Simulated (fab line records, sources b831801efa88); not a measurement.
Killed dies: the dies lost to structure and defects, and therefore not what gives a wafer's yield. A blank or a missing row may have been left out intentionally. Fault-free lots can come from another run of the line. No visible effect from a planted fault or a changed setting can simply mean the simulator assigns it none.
2 desks, one fault ; flow gf180mcu ; what lay behind the numbers comes last; until then each desk has only its own

== THE METROLOGY DESK ==
Means of the sampled wafers that have a number, per lot and without regard to the tool the lot ran on: this is what the gauges read. Any lot whose mean is over 4 standard deviations away from the usual mean is out of limits and marked OUT; that distance is given in the brackets.
Columns: A = HV_LDD_3_TW at GF_HV_LDD_TW_MEAS_38, usual 1432; B = HV_LDD_RS at GF_HV_LDD_RS_MEAS_53, usual 418.4 ohm/sq
lot;first seen here;A;B
L936;day 11 22:24;1445;418.6
L938;day 12 06:16;1445;418.8
L940;day 13 00:41;1415;418.6
L941;day 13 10:31;1421;418.6
L942;day 13 18:58;1417;420.1
L943;day 14 04:43;1396;423.4 (+5.1) OUT
L944;day 14 11:31;1401;423.4 (+5.1) OUT
L948;day 15 18:44;1433;419.4
L949;day 16 04:41;1443;416.9
L953;day 17 12:01;1421;417.5
L954;day 17 17:38;1446;418.1
L957;day 18 14:44;1430;419.5
This desk finds L943, L944 out of limits, with the earliest case on L943 at day 15 02:43 (HV_LDD_RS at GF_HV_LDD_RS_MEAS_53). In limits: L936, L938, L940, L941, L942, L948, L949, L953, L954, L957.

== DESK OF THE TOOL OWNER: implanter-04 ==
The tool's own readings at GF_HV_LDD_IMPLANT_33: means of the sampled wafers that have a number, for each lot that ran on this tool. Any lot whose mean is over 4 standard deviations away from the usual mean is out of limits and marked OUT; that distance is given in the brackets.
Columns: A = beam-on-s at GF_HV_LDD_IMPLANT_33, usual 10.02 s; B = faraday-current-uA at GF_HV_LDD_IMPLANT_33, usual 42.2; C = tilt-deg at GF_HV_LDD_IMPLANT_33, usual 30.000 degrees
lot;first seen here;A;B;C
L940;day 12 23:59;10.02;42.1;30.004
L942;day 13 18:16;9.89;42.7;29.969
L943;day 14 04:03;7.95 (-10) OUT;53.2 (+14) OUT;30.001
L944;day 14 10:51;8.01 (-10) OUT;52.9 (+13) OUT;29.984
L953;day 17 11:19;10.07;42.0;29.993
L954;day 17 16:57;9.97;42.5;30.002
Finding of this desk: L943, L944 out of limits; the first was L943 at day 14 04:03, on beam-on-s at GF_HV_LDD_IMPLANT_33. In limits: L940, L942, L953, L954.

== PUT TOGETHER ==
The tool owner's desk had the chance to raise an alarm at day 14 04:03 on L943, L944.
At day 15 02:43 the metrology desk could have sounded an alarm, on L943, L944.
Of the lots named, all ran GF_HV_LDD_IMPLANT_33 on implanter-04.

== WHAT THE SIMULATOR HAD PUT IN ==
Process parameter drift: implanter-04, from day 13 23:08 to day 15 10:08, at GF_HV_LDD_IMPLANT_33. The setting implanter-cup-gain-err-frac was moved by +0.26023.
Struck lots among those shown: L943, L944.
Time in hours from fault onset to the first out-of-limits reading at each desk: tool owner's desk 5, metrology desk 28.
